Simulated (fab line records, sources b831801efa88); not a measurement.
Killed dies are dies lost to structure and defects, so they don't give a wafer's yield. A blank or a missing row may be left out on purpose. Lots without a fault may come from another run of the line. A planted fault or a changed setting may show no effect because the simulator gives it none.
Chamber matching | flow gf180mcu | GF_V1_CMP_26 on cmp-01: 4 sister chambers
The step polishes, stops on SiO2, t overpolish 15 s, target thk 0 nm. 16 wafers are shown with their chamber, then 8 later ones without.

WAFERS WITH THEIR CHAMBER
wafer  | chamber | motor_current_A (A) | slurry_filter_dp_kPa (kPa) | time_to_endpoint_s (s)
L128.1 | 0       | 12.1                | 13.51                      | 86
L128.4 | 3       | 9.8                 | 13.43                      | 86
L128.6 | 3       | 10.2                | 13.44                      | 86
L132.1 | 1       | 10.3                | 13.37                      | 84
L132.2 | 0       | 12.2                | 13.43                      | 86
L132.3 | 2       | 12.6                | 13.53                      | 82
L133.2 | 0       | 11.8                | 13.38                      | 87
L133.3 | 3       | 10.0                | 13.58                      | 86
L133.4 | 2       | 12.6                | 13.47                      | 85
L137.1 | 0       | 11.7                | 13.74                      | 80
L137.2 | 2       | 13.1                | 13.53                      | 79
L137.4 | 1       | 9.5                 | 13.33                      | 81
L143.1 | 3       | 9.4                 | 13.66                      | 86
L143.3 | 0       | 11.8                | 13.39                      | 91
L143.4 | 1       | 10.0                | 13.35                      | 82
L146.4 | 2       | 12.2                | 13.60                      | 86

SIGNATURES (means of the wafers above)
reading              | chamber 0 | chamber 1 | chamber 2 | chamber 3 | scatter within a chamber
motor_current_A      | 11.920    | 9.933     | 12.625    | 9.850     | 0.326
slurry_filter_dp_kPa | 13.4900   | 13.3500   | 13.5325   | 13.5275   | 0.106
time_to_endpoint_s   | 86.00     | 82.33     | 83.00     | 86.00     | 2.84
Rule: a wafer's distance from a chamber is the root of the sum, over the readings, of the square of ((its reading less the chamber's mean) divided by the reading's scatter). The wafer belongs to the nearest chamber; if the next one is less than 2 further off, it can't be placed. The scatter: the root of (the sum of the squares of (reading less its chamber's mean) over the shown wafers, divided by (wafers less chambers)).

WAFERS WITHOUT THEIR CHAMBER
wafer  | motor_current_A (A) | slurry_filter_dp_kPa (kPa) | time_to_endpoint_s (s)
L146.5 | 13.2                | 13.52                      | 81
L146.6 | 10.5                | 13.51                      | 84
L147.3 | 9.6                 | 13.74                      | 88
L147.5 | 9.9                 | 13.55                      | 81
L147.6 | 11.4                | 13.47                      | 86
L148.2 | 12.7                | 13.65                      | 80
L148.4 | 10.1                | 13.88                      | 84
L148.5 | 11.8                | 13.35                      | 85

WHICH CHAMBER EACH WENT THROUGH
wafer  | from the rows above     | in truth
L146.5 | 2                       | 2
L146.6 | can't be placed: 3 or 1 | 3
L147.3 | 3                       | 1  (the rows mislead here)
L147.5 | can't be placed: 3 or 1 | 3
L147.6 | 0                       | 0
L148.2 | can't be placed: 2 or 0 | 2
L148.4 | can't be placed: 3 or 1 | 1
L148.5 | can't be placed: 0 or 2 | 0
Placed correctly: 2 of 8. Can't be placed from these rows: 5 (the true chamber is among the candidates in 5). Placed wrongly: 1.
